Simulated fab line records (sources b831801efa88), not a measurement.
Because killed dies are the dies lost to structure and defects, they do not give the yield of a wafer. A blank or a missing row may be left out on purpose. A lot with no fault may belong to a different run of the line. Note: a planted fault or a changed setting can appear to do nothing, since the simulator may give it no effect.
fab line records	flow gf180mcu
[record] lots = 24	wafers = 72	lastDay = 34
route steps=602 shown V1@349 M2@368 V5@558 TOP_METAL@571
lots with no fault: from the same line, run without faults
startH: hours from the record's first day to the start of the lot's first wafer shown	waitH: time in hours since the lot's previous step	" repeats the value in the row above	L1.1+2: a row that stands for several wafers	- either no value or no given start	* or withheld: withheld	< > ~ a bound
route shown NAME@n: a module of which the file shows steps, and the number in the route of the first	usual: mean/standard deviation taken from wafers without a fault	same: alike in all rows	chamber/n: place in a boat	sites: each site's reading	_std_site: standard deviation across them	_edge_site: the outer-site mean with the inner-site mean subtracted	radiusMm: how far each site lies from the wafer's centre	mask NAME#n: copy n	behind: the most recent tool/chamber to have shaped the wafer	hold: why the lot was held/for how many hours/how that ended	device: transistor that didn't switch, given as n, p or np	end of line: the route-end tests of the same wafers	where a step has no rows: the recipe by itself	killed: the dies lost at the first sort to structure and to defects; this is not the yield of the wafer	map: a wafer's dies, marking killed ones x, the rest . and places with no die _
set.NAME: the setting as run; set.NAME@STEP: as run at that earlier step	model.NAME: the simulator's own value behind a step, which no gauge read
a sample of lots followed through the steps of the route, with each step as a table and each wafer as a row
services: from which hour (startH, from the record's first day; less than 0 if before it) a tool's chamber was out of use, for how many hours, and why
[[steps]]
[step GF_V1_CD_MEAS_14]
[recipe] targetCdNm = 260
[usual] cdNm = 259.9/1.2
lot.wafer	tool	chamber	startH	waitH	cdNm
L074.1	cdSem-01	-	413.73	0.1	261.1
L074.5	"	-	"	"	262.0
L074.6	"	-	"	"	260.8
L075.1	cdSem-02	-	426.73	0.1	260.6
L075.2	"	-	"	"	261.5
L075.5	"	-	"	"	262.9
L076.1	cdSem-02	-	432.16	0.1	260.2
L076.3	"	-	"	"	260.7
L076.5	"	-	"	"	260.2
L077.2	cdSem-01	-	443.75	0.1	260.2
L077.3	"	-	"	"	259.1
L077.6	"	-	"	"	258.9
L078.1	cdSem-01	-	451.83	0.1	259.6
L078.3	"	-	"	"	259.9
L078.6	"	-	"	"	261.3
L079.1	cdSem-02	-	459.66	0.2	257.2
L079.2	"	-	"	"	257.5
L079.6	"	-	"	"	258.6
L080.1	cdSem-02	-	469.28	0.1	259.5
L080.5	"	-	"	"	260.4
L080.6	"	-	"	"	259.7
L081.2	cdSem-01	-	488.20	0.2	259.4
L081.4	"	-	"	"	259.7
L081.5	"	-	"	"	260.4
L082.1	cdSem-02	-	493.63	0.1	260.5
L082.4	"	-	"	"	259.7
L082.6	"	-	"	"	259.8
L083.2	cdSem-02	-	503.45	0.1	259.3
L083.3	"	-	"	"	260.9
L083.6	"	-	"	"	258.5
L084.1	cdSem-02	-	505.26	0.1	259.8
L084.3	"	-	"	"	258.6
L084.6	"	-	"	"	260.2
L085.3	cdSem-01	-	515.85	0.1	260.0
L085.5	"	-	"	"	258.6
L085.6	"	-	"	"	259.0
L086.1	cdSem-02	-	520.21	0.1	260.8
L086.3	"	-	"	"	260.8
L086.6	"	-	"	"	261.1
L087.1	cdSem-01	-	529.73	0.1	259.3
L087.3	"	-	"	"	260.7
L087.4	"	-	"	"	260.0
L088.2	cdSem-02	-	539.23	0.1	258.9
L088.3	"	-	"	"	257.4
L088.6	"	-	"	"	257.7
L089.1	cdSem-01	-	548.06	0.1	261.5
L089.4	"	-	"	"	260.8
L089.5	"	-	"	"	261.0
L090.1	cdSem-02	-	552.81	0.1	261.4
L090.2	"	-	"	"	263.0
L090.6	"	-	"	"	261.9
L091.3	cdSem-01	-	560.35	0.1	259.3
L091.5	"	-	"	"	259.0
L091.6	"	-	"	"	259.1
L092.1	cdSem-02	-	579.21	0.1	260.0
L092.2	"	-	"	"	258.9
L092.6	"	-	"	"	259.5
L093.2	cdSem-01	-	580.15	0.1	261.0
L093.5	"	-	"	"	260.5
L093.6	"	-	"	"	260.5
L094.3	cdSem-01	-	585.67	0.1	259.2
L094.4	"	-	"	"	259.3
L094.6	"	-	"	"	258.7
L096.1	cdSem-01	-	599.65	0.1	257.6
L096.4	"	-	"	"	258.8
L096.5	"	-	"	"	257.2
L095.2	cdSem-01	-	601.73	0.1	257.8
L095.3	"	-	"	"	260.0
L095.6	"	-	"	"	258.6
L097.1	cdSem-02	-	608.81	0.1	258.4
L097.4	"	-	"	"	259.0
L097.6	"	-	"	"	260.8
[step GF_V1_SPUTTER_21]
[recipe] material = Ti	targetThkNm = 15	chamberPressurePa = 5	powerW = 2500	substrateTempC = 200	timeS = 80.02
[usual] cathodeDcPowerW = 2500.1/0.41	throttleValvePct = 30.2/1.1
lot.wafer	tool	chamber	startH	waitH	cathodeDcPowerW	throttleValvePct
L074.1	pvdSputter-03	-	414.55	0.0	2500.9	29.9
L074.5	"	-	"	"	2499.7	29.9
L074.6	"	-	"	"	2499.9	29.8
L075.1	pvdSputter-03	-	427.56	0.0	2500.0	29.7
L075.2	"	-	"	"	2499.7	30.0
L075.5	"	-	"	"	2500.1	29.0
L076.1	pvdSputter-02	-	432.99	0.0	2499.9	32.8
L076.3	"	-	"	"	2500.4	30.6
L076.5	"	-	"	"	2499.9	31.4
L077.2	pvdSputter-02	-	444.58	0.0	2500.4	31.2
L077.3	"	-	"	"	2500.3	31.0
L077.6	"	-	"	"	2499.9	31.1
L078.1	pvdSputter-02	-	452.66	0.0	2500.1	32.8
L078.3	"	-	"	"	2501.0	30.6
L078.6	"	-	"	"	2500.4	31.4
L079.1	pvdSputter-01	-	460.47	0.0	2499.6	30.6
L079.2	"	-	"	"	2499.7	30.2
L079.6	"	-	"	"	2500.3	30.1
L080.1	pvdSputter-02	-	470.16	0.0	2500.0	31.1
L080.5	"	-	"	"	2499.6	33.1
L080.6	"	-	"	"	2500.3	30.4
L081.2	pvdSputter-03	-	489.01	0.0	2500.1	29.6
L081.4	"	-	"	"	2500.3	29.8
L081.5	"	-	"	"	2500.3	29.6
L082.1	pvdSputter-02	-	494.45	0.0	2500.3	31.4
L082.4	"	-	"	"	2501.0	30.5
L082.6	"	-	"	"	2499.0	31.3
L083.2	pvdSputter-03	-	504.59	0.0	2499.8	30.1
L083.3	"	-	"	"	2500.1	28.8
L083.6	"	-	"	"	2499.6	29.0
L084.1	pvdSputter-01	-	506.17	0.0	2499.9	28.2
L084.3	"	-	"	"	2500.4	30.1
L084.6	"	-	"	"	2500.6	29.8
L085.3	pvdSputter-02	-	516.63	0.0	2499.1	31.4
L085.5	"	-	"	"	2499.9	31.7
L085.6	"	-	"	"	2500.3	31.2
L086.1	pvdSputter-03	-	521.03	0.0	2500.4	28.8
L086.3	"	-	"	"	2500.3	30.0
L086.6	"	-	"	"	2500.5	29.2
L087.1	pvdSputter-03	-	530.56	0.0	2500.2	30.0
L087.3	"	-	"	"	2499.8	30.0
L087.4	"	-	"	"	2499.5	29.0
L088.2	pvdSputter-03	-	540.04	0.0	2500.3	29.8
L088.3	"	-	"	"	2499.8	30.2
L088.6	"	-	"	"	2500.2	30.2
L089.1	pvdSputter-02	-	548.88	0.0	2500.3	30.7
L089.4	"	-	"	"	2500.4	31.4
L089.5	"	-	"	"	2500.7	31.3
L090.1	pvdSputter-03	-	553.63	0.0	2500.0	28.8
L090.2	"	-	"	"	2500.2	30.1
L090.6	"	-	"	"	2500.1	29.6
L091.3	pvdSputter-03	-	561.13	0.0	2500.1	30.1
L091.5	"	-	"	"	2499.8	29.7
L091.6	"	-	"	"	2500.0	29.9
L092.1	pvdSputter-02	-	580.05	0.0	2499.4	31.1
L092.2	"	-	"	"	2500.1	31.1
L092.6	"	-	"	"	2500.6	31.2
L093.2	pvdSputter-01	-	580.98	0.0	2499.4	30.6
L093.5	"	-	"	"	2500.5	29.8
L093.6	"	-	"	"	2500.3	28.4
L094.3	pvdSputter-03	-	586.45	0.0	2499.7	30.0
L094.4	"	-	"	"	2500.3	29.0
L094.6	"	-	"	"	2499.7	29.6
L096.1	pvdSputter-01	-	600.47	0.0	2499.0	30.1
L096.4	"	-	"	"	2500.6	30.5
L096.5	"	-	"	"	2500.3	28.3
L095.2	pvdSputter-03	-	602.53	0.0	2500.2	29.7
L095.3	"	-	"	"	2500.7	28.9
L095.6	"	-	"	"	2500.1	28.9
L097.1	pvdSputter-03	-	609.63	0.0	2500.1	29.7
L097.4	"	-	"	"	2499.9	28.8
L097.6	"	-	"	"	2499.9	29.6
[step GF_M2_THK_MEAS_06]
[recipe] thkMeasGauge = xrf	reads = AlCu_of_M2_SPUTTER_02
[usual] M2_ALCU_THK = 450/5.8
lot.wafer	tool	chamber	startH	waitH	M2_ALCU_THK[nm]
L074.1	filmMetro-02	-	415.58	0.1	443
L074.5	"	-	"	"	446
L074.6	"	-	"	"	452
L075.1	filmMetro-03	-	428.59	0.1	452
L075.2	"	-	"	"	454
L075.5	"	-	"	"	457
L076.1	filmMetro-03	-	434.02	0.1	445
L076.3	"	-	"	"	447
L076.5	"	-	"	"	444
L077.2	filmMetro-01	-	445.90	0.1	447
L077.3	"	-	"	"	444
L077.6	"	-	"	"	446
L078.1	filmMetro-01	-	453.69	0.1	452
L078.3	"	-	"	"	451
L078.6	"	-	"	"	451
L079.1	filmMetro-03	-	461.51	0.1	441
L079.2	"	-	"	"	444
L079.6	"	-	"	"	444
L080.1	filmMetro-02	-	471.20	0.1	460
L080.5	"	-	"	"	459
L080.6	"	-	"	"	457
L081.2	filmMetro-02	-	490.05	0.1	445
L081.4	"	-	"	"	445
L081.5	"	-	"	"	437
L082.1	filmMetro-01	-	495.48	0.1	452
L082.4	"	-	"	"	461
L082.6	"	-	"	"	452
L083.2	filmMetro-03	-	505.74	0.1	449
L083.3	"	-	"	"	440
L083.6	"	-	"	"	442
L084.1	filmMetro-01	-	507.32	0.1	457
L084.3	"	-	"	"	454
L084.6	"	-	"	"	453
L085.3	filmMetro-02	-	517.68	0.1	442
L085.5	"	-	"	"	448
L085.6	"	-	"	"	449
L086.1	filmMetro-03	-	522.06	0.1	448
L086.3	"	-	"	"	449
L086.6	"	-	"	"	445
L087.1	filmMetro-03	-	531.65	0.1	439
L087.3	"	-	"	"	436
L087.4	"	-	"	"	436
L088.2	filmMetro-01	-	541.08	0.1	455
L088.3	"	-	"	"	458
L088.6	"	-	"	"	450
L089.1	filmMetro-03	-	549.92	0.1	444
L089.4	"	-	"	"	449
L089.5	"	-	"	"	447
L090.1	filmMetro-01	-	558.76	0.1	453
L090.2	"	-	"	"	453
L090.6	"	-	"	"	452
L091.3	filmMetro-03	-	562.29	0.1	445
L091.5	"	-	"	"	444
L091.6	"	-	"	"	452
L092.1	filmMetro-01	-	581.09	0.1	456
L092.2	"	-	"	"	454
L092.6	"	-	"	"	457
L093.2	filmMetro-02	-	582.02	0.1	451
L093.5	"	-	"	"	452
L093.6	"	-	"	"	450
L094.3	filmMetro-02	-	587.50	0.1	453
L094.4	"	-	"	"	447
L094.6	"	-	"	"	455
L096.1	filmMetro-03	-	601.51	0.1	447
L096.4	"	-	"	"	450
L096.5	"	-	"	"	443
L095.2	filmMetro-02	-	603.57	0.1	449
L095.3	"	-	"	"	447
L095.6	"	-	"	"	452
L097.1	filmMetro-01	-	610.82	0.1	454
L097.4	"	-	"	"	456
L097.6	"	-	"	"	451
[step GF_V5_STRIP_18]
[recipe] chemistry = O2/N2	powerW = 1400	pressureMtorr = 1500	platenTempC = 250	o2FlowSccm = 3000	n2FlowSccm = 300	overashFraction = 0.5
[usual] drypumpMotorCurrentA = 5.84/0.2	heaterPowerW = 340/14	o2FlowSccm = 3000/8.4	oesProductAu = 0.569/0.0054
[same] overashFraction = 0.5
lot.wafer	tool	chamber	startH	waitH	drypumpMotorCurrentA	heaterPowerW	o2FlowSccm	oesProductAu	rfHoursCounterH
L074.1	plasmaAsher-02	1	632.14	-	6.18	370	2998	0.569	48
L074.5	"	1	"	"	6.17	356	3000	0.565	-
L074.6	"	0	"	"	5.80	328	3014	0.574	-
L075.1	plasmaAsher-02	1	643.11	-	6.12	364	3000	0.567	49
L075.2	"	0	"	"	5.81	320	2992	0.568	49
L075.5	"	0	"	"	5.80	325	2985	0.576	-
L076.1	plasmaAsher-02	1	648.29	-	6.16	366	2995	0.572	50
L076.3	"	1	"	"	6.15	361	3002	0.568	-
L076.5	"	0	"	"	5.80	331	2992	0.568	-
L077.2	plasmaAsher-01	1	657.56	-	5.59	353	3003	0.575	101
L077.3	"	1	"	"	5.58	339	3000	0.576	-
L077.6	"	1	"	"	5.60	341	2996	0.561	-
L078.1	plasmaAsher-03	0	662.79	-	5.85	346	2996	0.565	25
L078.3	"	0	"	"	5.81	342	3007	0.566	-
L078.6	"	1	"	"	5.60	334	3012	0.569	-
L079.1	plasmaAsher-03	0	670.26	-	5.83	347	3000	0.580	26
L079.2	"	1	"	"	5.64	327	2990	0.572	26
L079.6	"	1	"	"	5.66	324	2981	0.577	-
L080.1	plasmaAsher-03	1	677.09	-	5.62	320	2999	0.564	26
L080.5	"	1	"	"	5.60	323	2999	0.574	-
L080.6	"	0	"	"	5.83	346	2990	0.567	-
L081.2	plasmaAsher-01	1	692.24	-	5.60	347	3011	0.562	105
L081.4	"	0	"	"	5.99	330	3000	0.566	-
L081.5	"	0	"	"	6.00	339	3011	0.577	-
L082.1	plasmaAsher-02	1	695.56	-	6.16	360	3004	0.566	55
L082.4	"	1	"	"	6.13	362	3004	0.566	-
L082.6	"	0	"	"	5.80	332	2987	0.567	-
L083.2	plasmaAsher-02	1	703.31	-	6.12	363	2988	0.573	56
L083.3	"	1	"	"	6.12	365	2997	0.574	-
L083.6	"	0	"	"	5.79	329	2983	0.573	-
L084.1	plasmaAsher-01	0	705.47	-	5.97	339	2995	0.569	106
L084.3	"	0	"	"	5.98	328	3014	0.577	-
L084.6	"	1	"	"	5.59	341	3006	0.574	-
L085.3	plasmaAsher-01	1	716.27	-	5.58	346	2999	0.583	-
L085.5	"	1	"	"	5.59	342	3000	0.564	-
L085.6	"	0	"	"	6.00	332	2996	0.571	-
L086.1	plasmaAsher-01	0	719.01	-	6.00	330	2995	0.572	107
L086.3	"	1	"	"	5.61	338	2991	0.572	-
L086.6	"	0	"	"	6.00	336	3007	0.566	-
L087.1	plasmaAsher-03	0	725.54	-	5.80	348	3001	0.567	32
L087.3	"	1	"	"	5.57	317	3001	0.564	-
L087.4	"	0	"	"	5.86	348	3009	0.572	-
L088.2	plasmaAsher-03	1	736.81	-	5.58	325	3001	0.567	33
L088.3	"	0	"	"	5.87	338	3004	0.572	-
L088.6	"	1	"	"	5.55	323	2998	0.573	-
L089.1	plasmaAsher-03	1	740.54	-	5.64	328	3010	0.569	33
L089.4	"	0	"	"	5.86	345	3001	0.577	-
L089.5	"	0	"	"	5.87	334	2998	0.570	-
L090.1	plasmaAsher-03	1	747.44	-	5.61	327	3006	0.577	34
L090.2	"	0	"	"	5.83	351	2996	0.562	34
L090.6	"	0	"	"	5.83	348	2998	0.569	-
L091.3	plasmaAsher-02	1	749.17	-	6.15	374	3001	0.561	-
L091.5	"	1	"	"	6.14	354	2995	0.576	-
L091.6	"	0	"	"	5.80	334	2988	0.582	-
L092.1	plasmaAsher-02	0	763.96	-	5.80	335	3006	0.563	62
L092.2	"	1	"	"	6.17	357	3000	0.569	62
L092.6	"	0	"	"	5.80	328	3021	0.566	-
L093.2	plasmaAsher-02	1	764.96	-	6.17	362	2997	0.560	63
L093.5	"	1	"	"	6.16	359	3001	0.579	-
L093.6	"	0	"	"	5.79	326	2997	0.559	-
L094.3	plasmaAsher-02	1	768.04	-	6.12	358	2985	0.566	-
L094.4	"	0	"	"	5.80	328	2984	0.564	-
L094.6	"	1	"	"	6.13	362	2988	0.570	-
L096.1	plasmaAsher-01	0	779.58	-	6.00	319	3004	0.574	4
L096.4	"	1	"	"	5.59	341	3003	0.569	-
L096.5	"	0	"	"	5.97	329	2991	0.567	-
L095.2	plasmaAsher-02	0	780.53	-	5.79	335	3000	0.576	64
L095.3	"	0	"	"	5.81	331	2989	0.568	-
L095.6	"	0	"	"	5.80	325	2992	0.562	-
L097.1	plasmaAsher-03	0	786.23	-	5.85	352	2991	0.565	39
L097.4	"	1	"	"	5.62	324	3011	0.571	-
L097.6	"	0	"	"	5.87	347	2992	0.558	-
[step GF_TOP_METAL_SPUTTER_04]
[recipe] material = TiN	targetThkNm = 25	powerW = 6500	timeS = 20.8	chamberPressurePa = 0.4
[usual] cathodeDcPowerW = 6500.1/1.2	throttleValvePct = 30.2/1.1
lot.wafer	tool	chamber	startH	waitH	cathodeDcPowerW	throttleValvePct
L074.1	pvdSputter-01	-	633.59	0.0	6498.6	28.2
L074.5	"	-	"	"	6502.6	30.4
L074.6	"	-	"	"	6500.7	29.8
L075.1	pvdSputter-01	-	644.53	0.0	6500.2	29.7
L075.2	"	-	"	"	6500.5	29.8
L075.5	"	-	"	"	6499.7	28.3
L076.1	pvdSputter-02	-	649.70	0.0	6501.0	31.2
L076.3	"	-	"	"	6501.2	31.0
L076.5	"	-	"	"	6498.4	31.2
L077.2	pvdSputter-04	-	659.32	0.0	6499.9	30.0
L077.3	"	-	"	"	6500.4	31.2
L077.6	"	-	"	"	6499.5	29.9
L078.1	pvdSputter-02	-	664.30	0.0	6499.6	33.1
L078.3	"	-	"	"	6502.3	31.4
L078.6	"	-	"	"	6501.3	32.9
L079.1	pvdSputter-01	-	671.75	0.0	6501.0	29.8
L079.2	"	-	"	"	6499.0	30.2
L079.6	"	-	"	"	6500.2	30.0
L080.1	pvdSputter-04	-	678.52	0.0	6501.0	28.8
L080.5	"	-	"	"	6500.9	30.9
L080.6	"	-	"	"	6502.3	29.1
L081.2	pvdSputter-04	-	693.66	0.0	6498.8	30.8
L081.4	"	-	"	"	6499.5	28.9
L081.5	"	-	"	"	6499.4	29.9
L082.1	pvdSputter-01	-	696.98	0.0	6498.9	30.6
L082.4	"	-	"	"	6500.7	30.0
L082.6	"	-	"	"	6500.3	30.8
L083.2	pvdSputter-01	-	704.76	0.0	6500.3	28.2
L083.3	"	-	"	"	6499.4	29.9
L083.6	"	-	"	"	6499.7	29.7
L084.1	pvdSputter-04	-	706.92	0.0	6501.5	29.8
L084.3	"	-	"	"	6501.9	28.9
L084.6	"	-	"	"	6499.1	30.3
L085.3	pvdSputter-02	-	717.73	0.0	6500.0	31.1
L085.5	"	-	"	"	6498.1	31.4
L085.6	"	-	"	"	6497.8	32.9
L086.1	pvdSputter-04	-	720.46	0.0	6499.6	29.5
L086.3	"	-	"	"	6498.5	28.8
L086.6	"	-	"	"	6501.4	31.0
L087.1	pvdSputter-04	-	726.96	0.0	6500.9	29.8
L087.3	"	-	"	"	6501.7	28.9
L087.4	"	-	"	"	6500.6	30.1
L088.2	pvdSputter-02	-	738.23	0.0	6498.6	30.8
L088.3	"	-	"	"	6500.7	31.3
L088.6	"	-	"	"	6500.1	31.0
L089.1	pvdSputter-01	-	742.02	0.0	6500.8	29.8
L089.4	"	-	"	"	6501.8	28.5
L089.5	"	-	"	"	6499.5	29.6
L090.1	pvdSputter-04	-	748.92	0.0	6499.6	30.2
L090.2	"	-	"	"	6502.6	29.9
L090.6	"	-	"	"	6500.9	30.2
L091.3	pvdSputter-01	-	750.58	0.0	6500.1	30.2
L091.5	"	-	"	"	6498.2	28.2
L091.6	"	-	"	"	6500.9	30.3
L092.1	pvdSputter-02	-	765.38	0.0	6499.4	33.0
L092.2	"	-	"	"	6501.9	31.3
L092.6	"	-	"	"	6501.1	31.4
L093.2	pvdSputter-02	-	766.38	0.0	6501.9	32.8
L093.5	"	-	"	"	6500.4	31.3
L093.6	"	-	"	"	6500.7	30.8
L094.3	pvdSputter-02	-	769.43	0.0	6496.9	33.1
L094.4	"	-	"	"	6497.4	30.4
L094.6	"	-	"	"	6498.5	30.4
L096.1	pvdSputter-01	-	781.00	0.0	6500.2	29.9
L096.4	"	-	"	"	6500.5	30.1
L096.5	"	-	"	"	6499.2	30.1
L095.2	pvdSputter-01	-	781.98	0.0	6498.7	30.4
L095.3	"	-	"	"	6499.4	28.3
L095.6	"	-	"	"	6499.3	30.0
L097.1	pvdSputter-04	-	787.69	0.0	6501.1	28.7
L097.4	"	-	"	"	6499.0	31.2
L097.6	"	-	"	"	6500.6	30.0
[step GF_TOP_METAL_RS_MEAS_05]
[recipe] thkMeasGauge = four-point-probe	reads = TiN_of_TOP_METAL_SPUTTER_04+Ti_of_TOP_METAL_SPUTTER_03+AlCu_of_TOP_METAL_SPUTTER_02+TiN_of_TOP_METAL_SPUTTER_01+Ti_of_TOP_METAL_SPUTTER_00
[usual] TOP_METAL_ALCU_RS = 0.0328/0.00037
lot.wafer	tool	chamber	startH	waitH	TOP_METAL_ALCU_RS[ohm/sq]
L074.1	filmMetro-01	-	633.62	0.0	0.0327
L074.5	"	-	"	"	0.0331
L074.6	"	-	"	"	0.0332
L075.1	filmMetro-02	-	644.56	0.0	0.0331
L075.2	"	-	"	"	0.0333
L075.5	"	-	"	"	0.0332
L076.1	filmMetro-01	-	649.73	0.0	0.0331
L076.3	"	-	"	"	0.0332
L076.5	"	-	"	"	0.0332
L077.2	filmMetro-03	-	659.37	0.0	0.0328
L077.3	"	-	"	"	0.0327
L077.6	"	-	"	"	0.0327
L078.1	filmMetro-01	-	664.33	0.0	0.0324
L078.3	"	-	"	"	0.0327
L078.6	"	-	"	"	0.0327
L079.1	filmMetro-02	-	671.77	0.0	0.0326
L079.2	"	-	"	"	0.0324
L079.6	"	-	"	"	0.0325
L080.1	filmMetro-01	-	678.55	0.0	0.0319
L080.5	"	-	"	"	0.0323
L080.6	"	-	"	"	0.0322
L081.2	filmMetro-01	-	693.71	0.0	0.0331
L081.4	"	-	"	"	0.0333
L081.5	"	-	"	"	0.0335
L082.1	filmMetro-03	-	697.01	0.0	0.0331
L082.4	"	-	"	"	0.0329
L082.6	"	-	"	"	0.0331
L083.2	filmMetro-02	-	704.81	0.0	0.0325
L083.3	"	-	"	"	0.0330
L083.6	"	-	"	"	0.0332
L084.1	filmMetro-02	-	706.95	0.0	0.0323
L084.3	"	-	"	"	0.0324
L084.6	"	-	"	"	0.0324
L085.3	filmMetro-03	-	717.80	0.1	0.0329
L085.5	"	-	"	"	0.0332
L085.6	"	-	"	"	0.0329
L086.1	filmMetro-01	-	720.49	0.0	0.0330
L086.3	"	-	"	"	0.0330
L086.6	"	-	"	"	0.0327
L087.1	filmMetro-02	-	726.99	0.0	0.0332
L087.3	"	-	"	"	0.0334
L087.4	"	-	"	"	0.0332
L088.2	filmMetro-01	-	738.28	0.0	0.0326
L088.3	"	-	"	"	0.0323
L088.6	"	-	"	"	0.0324
L089.1	filmMetro-01	-	742.05	0.0	0.0326
L089.4	"	-	"	"	0.0326
L089.5	"	-	"	"	0.0329
L090.1	filmMetro-01	-	748.95	0.0	0.0324
L090.2	"	-	"	"	0.0327
L090.6	"	-	"	"	0.0326
L091.3	filmMetro-02	-	750.65	0.1	0.0330
L091.5	"	-	"	"	0.0327
L091.6	"	-	"	"	0.0333
L092.1	filmMetro-03	-	765.41	0.0	0.0331
L092.2	"	-	"	"	0.0330
L092.6	"	-	"	"	0.0332
L093.2	filmMetro-02	-	766.43	0.0	0.0321
L093.5	"	-	"	"	0.0324
L093.6	"	-	"	"	0.0325
L094.3	filmMetro-01	-	769.50	0.1	0.0319
L094.4	"	-	"	"	0.0325
L094.6	"	-	"	"	0.0327
L096.1	filmMetro-03	-	781.03	0.0	0.0331
L096.4	"	-	"	"	0.0330
L096.5	"	-	"	"	0.0331
L095.2	filmMetro-02	-	782.03	0.0	0.0327
L095.3	"	-	"	"	0.0325
L095.6	"	-	"	"	0.0324
L097.1	filmMetro-01	-	787.72	0.0	0.0329
L097.4	"	-	"	"	0.0328
L097.6	"	-	"	"	0.0327
[[services]]
tool	chamber	startH	hours	kind
plasmaAsher-01	-	402.89	4.3	repair
pvdSputter-02	1	410.13	-	consumableReplace:kit
pvdSputter-02	1	410.13	18.0	scheduledDown
pvdSputter-02	1	410.13	18.0	ventCycle
plasmaAsher-03	-	421.25	9.0	pm
pvdSputter-01	-	456.39	1.3	repair
pvdSputter-02	-	457.59	5.3	repair
plasmaAsher-01	-	469.80	0.8	repair
pvdSputter-02	-	470.42	1.7	repair
plasmaAsher-02	-	490.31	14.5	pm
plasmaAsher-02	-	507.46	2.6	repair
plasmaAsher-03	-	516.70	5.3	repair
plasmaAsher-03	-	533.98	9.4	repair
pvdSputter-02	-	557.46	0.6	repair
pvdSputter-01	-	577.60	3.2	repair
pvdSputter-03	-	585.05	1.3	repair
pvdSputter-04	-	615.35	2.1	repair
pvdSputter-02	-	666.39	6.1	repair
plasmaAsher-02	-	674.67	1.7	repair
pvdSputter-03	-	683.27	4.5	repair
pvdSputter-04	-	688.97	2.9	repair
plasmaAsher-01	-	733.75	9.0	pm
pvdSputter-03	-	736.88	24.7	repair
plasmaAsher-01	-	782.89	2.8	pm
[[key]]
fault none
